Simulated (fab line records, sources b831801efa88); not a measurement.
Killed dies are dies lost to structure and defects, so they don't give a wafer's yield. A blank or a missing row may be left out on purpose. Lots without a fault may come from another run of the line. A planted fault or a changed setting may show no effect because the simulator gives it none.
Which tool did it? | flow sky130 | 24 lots, 72 wafers sampled, at 5 steps of a route of 708

WHAT THE GAUGES READ, wafer by wafer
SKY_LI_CONTACT_THK_MEAS_23: measures by xrf.
lot  | measured     | on            | LI_CONTACT_W_THK (nm)
L074 | day 29 08:47 | film_metro-04 | 408 419 416
L075 | day 29 14:31 | film_metro-02 | 419 417 416
L076 | day 29 22:19 | film_metro-04 | 410 407 409
L077 | day 30 04:14 | film_metro-01 | 415 420 419
L078 | day 30 17:13 | film_metro-02 | 411 416 410
L079 | day 30 21:49 | film_metro-04 | 421 420 421
L080 | day 31 07:17 | film_metro-02 | 407 409 412
L081 | day 31 19:37 | film_metro-01 | 411 409 411
L082 | day 32 03:48 | film_metro-04 | 416 411 417
L083 | day 32 15:23 | film_metro-01 | 408 407 408
L084 | day 32 15:46 | film_metro-04 | 415 421 413
L085 | day 33 02:16 | film_metro-02 | 420 416 422
L086 | day 33 05:58 | film_metro-02 | 410 414 404
L087 | day 33 09:55 | film_metro-04 | 418 417 423
L088 | day 34 04:05 | film_metro-04 | 418 412 413
L089 | day 34 15:29 | film_metro-01 | 400 396 400
L090 | day 34 16:06 | film_metro-01 | 411 416 413
L091 | day 34 23:16 | film_metro-04 | 413 413 409
L092 | day 35 07:30 | film_metro-01 | 403 399 401
L093 | day 35 10:08 | film_metro-01 | 419 410 415
L094 | day 35 19:07 | film_metro-01 | 401 410 404
L095 | day 35 23:23 | film_metro-04 | 412 412 416
L096 | day 36 05:32 | film_metro-04 | 415 418 424
L097 | day 36 07:53 | film_metro-02 | 407 407 420

SKY_VIA1_CD_MEAS_12: target cd 150 nm.
lot  | measured     | on        | cd_nm (nm)
L074 | day 34 03:27 | cd_sem-01 | 151.5 149.3 149.8
L075 | day 34 10:14 | cd_sem-01 | 149.8 153.3 152.0
L076 | day 34 16:46 | cd_sem-01 | 148.4 149.3 147.4
L077 | day 34 21:57 | cd_sem-01 | 146.4 147.7 149.7
L078 | day 35 08:54 | cd_sem-01 | 151.4 151.0 150.9
L079 | day 35 15:24 | cd_sem-01 | 150.7 149.7 149.6
L080 | day 35 23:02 | cd_sem-01 | 150.2 147.6 148.8
L081 | day 36 10:25 | cd_sem-02 | 150.1 150.5 149.7
L082 | day 36 18:51 | cd_sem-01 | 150.9 150.9 150.2
L083 | day 37 07:08 | cd_sem-02 | 150.8 148.5 147.4
L084 | day 37 07:34 | cd_sem-02 | 149.8 148.5 148.2
L085 | day 37 14:38 | cd_sem-01 | 151.6 152.0 150.6
L086 | day 37 18:36 | cd_sem-02 | 148.2 146.9 148.3
L087 | day 38 00:09 | cd_sem-01 | 148.6 149.7 149.1
L088 | day 38 18:27 | cd_sem-02 | 149.4 149.9 149.1
L089 | day 39 05:04 | cd_sem-01 | 149.2 148.6 149.4
L090 | day 39 05:38 | cd_sem-01 | 150.2 151.7 152.2
L091 | day 39 11:45 | cd_sem-02 | 149.5 149.6 151.0
L092 | day 39 17:35 | cd_sem-01 | 149.1 148.1 147.9
L093 | day 39 22:09 | cd_sem-02 | 148.9 149.8 148.7
L094 | day 40 07:24 | cd_sem-01 | 148.3 150.9 150.3
L095 | day 40 08:30 | cd_sem-02 | 151.6 152.3 152.5
L096 | day 40 16:13 | cd_sem-01 | 151.1 150.4 149.1
L097 | day 40 18:46 | cd_sem-02 | 148.0 147.9 149.2

SKY_CAPM_RS_MEAS_03: measures by four-point-probe.
lot  | measured     | on            | CAPM_TIN_RS (ohm/sq)
L074 | day 36 12:59 | film_metro-01 | 7.00 7.03 6.96
L075 | day 36 19:52 | film_metro-02 | 6.79 6.85 6.84
L076 | day 37 02:34 | film_metro-03 | 6.82 6.91 6.87
L077 | day 37 08:01 | film_metro-02 | 6.89 6.86 6.92
L078 | day 37 18:22 | film_metro-03 | 6.98 6.94 6.84
L079 | day 38 00:14 | film_metro-03 | 6.87 6.90 7.01
L080 | day 38 07:36 | film_metro-02 | 6.98 6.89 6.95
L081 | day 38 18:40 | film_metro-02 | 6.77 6.93 6.85
L082 | day 39 03:10 | film_metro-02 | 6.91 7.01 6.94
L083 | day 39 15:28 | film_metro-03 | 6.92 7.01 6.94
L084 | day 39 15:40 | film_metro-02 | 6.93 6.85 6.90
L085 | day 39 22:29 | film_metro-03 | 6.98 6.92 6.88
L086 | day 40 01:55 | film_metro-01 | 6.93 6.96 6.96
L087 | day 40 07:11 | film_metro-01 | 6.81 6.74 6.71
L088 | day 41 00:58 | film_metro-02 | 6.98 7.03 6.95
L089 | day 41 11:16 | film_metro-01 | 7.02 6.89 7.06
L090 | day 41 12:06 | film_metro-03 | 6.74 6.81 6.74
L091 | day 41 17:07 | film_metro-01 | 6.94 6.92 6.97
L092 | day 41 23:04 | film_metro-03 | 6.91 6.94 6.88
L093 | day 42 03:05 | film_metro-03 | 6.81 6.91 6.94
L094 | day 42 12:05 | film_metro-01 | 6.87 6.83 6.76
L095 | day 42 13:49 | film_metro-02 | 7.00 6.98 6.98
L096 | day 42 21:30 | film_metro-02 | 6.85 6.81 6.84
L097 | day 42 22:04 | film_metro-02 | 6.79 6.86 6.79

WHICH TOOL RAN EACH LOT (tool, then ch and the chambers of the sampled wafers, then the start)
lot  | SKY_CONTACT_CMP_27            | SKY_VIA1_CVD_21
L074 | cmp-01 ch 0,3, day 31 19:39   | cvd_w-02 ch 0,1, day 34 04:25
L075 | cmp-01 ch 1,3, day 32 02:15   | cvd_w-01 ch 0,1, day 34 11:08
L076 | cmp-01 ch 0,3, day 32 09:32   | cvd_w-01 ch 0,1, day 34 17:40
L077 | cmp-01 ch 0,2,3, day 32 14:23 | cvd_w-01 ch 0,1, day 34 22:53
L078 | cmp-02 ch 1,2,3, day 33 02:11 | cvd_w-01 ch 0,1, day 35 09:50
L079 | cmp-02 ch 0,1,2, day 33 08:02 | cvd_w-01 ch 0,1, day 35 16:19
L080 | cmp-02 ch 0,3, day 33 16:20   | cvd_w-01 ch 0,1, day 35 23:58
L081 | cmp-02 ch 0,2,3, day 34 04:05 | cvd_w-01 ch 0,1, day 36 11:20
L082 | cmp-02 ch 0,2,3, day 34 12:32 | cvd_w-02 ch 0,1, day 36 19:50
L083 | cmp-02 ch 1,2,3, day 35 00:10 | cvd_w-01 ch 0,1, day 37 08:02
L084 | cmp-01 ch 0,1,2, day 35 01:13 | cvd_w-02 ch 0,1, day 37 08:27
L085 | cmp-01 ch 0,2,3, day 35 09:16 | cvd_w-01 ch 0,1, day 37 15:32
L086 | cmp-01 ch 0,3, day 35 12:57   | cvd_w-01 ch 1, day 37 19:31
L087 | cmp-02 ch 0,2,3, day 35 18:26 | cvd_w-01 ch 0,1, day 38 01:03
L088 | cmp-01 ch 0,1,3, day 36 11:57 | cvd_w-02 ch 0,1, day 38 19:21
L089 | cmp-02 ch 0,1, day 36 23:14   | cvd_w-02 ch 0,1, day 39 05:59
L090 | cmp-01 ch 1,2, day 36 23:53   | cvd_w-02 ch 0,1, day 39 06:32
L091 | cmp-01 ch 2,3, day 37 07:46   | cvd_w-02 ch 0,1, day 39 12:38
L092 | cmp-02 ch 0,1,2, day 37 14:44 | cvd_w-02 ch 0,1, day 39 18:29
L093 | cmp-01 ch 0,1,3, day 37 17:50 | cvd_w-02 ch 0,1, day 39 23:03
L094 | cmp-02 ch 1,2, day 38 04:05   | cvd_w-01 ch 0, day 40 08:42
L095 | cmp-01 ch 1,2,3, day 38 05:14 | cvd_w-01 ch 0,1, day 40 09:35
L096 | cmp-01 ch 0,2, day 38 12:32   | cvd_w-02 ch 0, day 40 17:06
L097 | cmp-01 ch 0,1,2, day 38 14:44 | cvd_w-01 ch 0,1, day 40 19:40
- SKY_CONTACT_CMP_27: polishes, stops on SiO2, t overpolish 15 s, target thk 0 nm.
- SKY_VIA1_CVD_21: deposits W, target thk 270 nm, time 80.902 s.

WHAT THE TOOLS THEMSELVES READ (means of the sampled wafers that have a number; where no wafer has one, the mark that the record gives instead)
SKY_CONTACT_CMP_27.
lot  | tool   | motor_current_A (A) | overpolish_run_s (s) | retaining_ring_pressure_frac | slurry_filter_dp_kPa (kPa) | time_to_endpoint_s (s)
L074 | cmp-01 | 10.4                | 15.005               | 0.996                        | 13.61                      | 87
L075 | cmp-01 | 10.8                | 15.007               | 0.997                        | 13.47                      | 82
L076 | cmp-01 | 10.2                | 15.003               | 0.995                        | 13.52                      | 87
L077 | cmp-01 | 10.0                | 14.997               | 0.997                        | 13.44                      | 83
L078 | cmp-02 | 11.9                | 14.996               | 1.003                        | 13.61                      | 83
L079 | cmp-02 | 10.9                | 15.001               | 1.000                        | 13.38                      | 87
L080 | cmp-02 | 12.0                | 14.997               | 0.996                        | 13.51                      | 84
L081 | cmp-02 | 11.2                | 14.995               | 0.998                        | 13.63                      | 81
L082 | cmp-02 | 11.1                | 15.001               | 0.998                        | 13.48                      | 80
L083 | cmp-02 | 11.7                | 15.007               | 1.001                        | 13.48                      | 80
L084 | cmp-01 | 10.5                | 14.997               | 1.001                        | 13.65                      | 81
L085 | cmp-01 | 10.2                | 15.006               | 0.996                        | 13.53                      | 84
L086 | cmp-01 | 10.5                | 14.998               | 1.000                        | 13.36                      | 86
L087 | cmp-02 | 11.1                | 14.997               | 1.000                        | 13.54                      | 77
L088 | cmp-01 | 10.5                | 14.993               | 0.999                        | 13.43                      | 81
L089 | cmp-02 | 11.0                | 14.990               | 0.996                        | 13.38                      | 81
L090 | cmp-01 | 10.6                | 14.995               | 1.000                        | 13.50                      | 79
L091 | cmp-01 | 9.8                 | 14.997               | 1.003                        | 13.61                      | 87
L092 | cmp-02 | 10.9                | 15.000               | 0.997                        | 13.70                      | 77
L093 | cmp-01 | 10.7                | 15.000               | 0.997                        | 13.38                      | 83
L094 | cmp-02 | 10.6                | 15.000               | 1.003                        | 13.45                      | 78
L095 | cmp-01 | 10.2                | 15.003               | 0.993                        | 13.50                      | 79
L096 | cmp-01 | 10.2                | 15.005               | 1.004                        | 13.51                      | 79
L097 | cmp-01 | 10.6                | 14.996               | 1.003                        | 13.50                      | 81

SKY_VIA1_CVD_21.
lot  | tool     | heater_power_w (W)
L074 | cvd_w-02 | 868
L075 | cvd_w-01 | 967
L076 | cvd_w-01 | 975
L077 | cvd_w-01 | 980
L078 | cvd_w-01 | 972
L079 | cvd_w-01 | 954
L080 | cvd_w-01 | 981
L081 | cvd_w-01 | 970
L082 | cvd_w-02 | 862
L083 | cvd_w-01 | 991
L084 | cvd_w-02 | 871
L085 | cvd_w-01 | 969
L086 | cvd_w-01 | 1010
L087 | cvd_w-01 | 987
L088 | cvd_w-02 | 870
L089 | cvd_w-02 | 872
L090 | cvd_w-02 | 950
L091 | cvd_w-02 | 876
L092 | cvd_w-02 | 888
L093 | cvd_w-02 | 936
L094 | cvd_w-01 | 845
L095 | cvd_w-01 | 876
L096 | cvd_w-02 | 1028
L097 | cvd_w-01 | 905

THE ANSWER, worked out from the rows above alone
Rule: what is usual is taken from the lots themselves. Put in order of their means at a reading, lots are off if they are a third of the lots or fewer, leave a main group of 4 or more, and stand apart from it by a gap of 3 or more times the standard deviation of the main group's means; of several such gaps the widest counts. A main group whose means are all the same, to the digits that the tables above print for the reading, isn't used. A lot without any number at a reading at which 4 lots or more have one is off too. The other lots that the step has rows for count as sound. The gauges are gone through in route order, then the tools' own readings, and for those a lot's mean is taken as printed above. The first step at which some lot is off is used, and at that step the reading that is off furthest; a lot without a number counts as furthest.
No lot is off at any reading shown: from this, nothing can be told.

WHAT THE SIMULATOR HAD PUT IN
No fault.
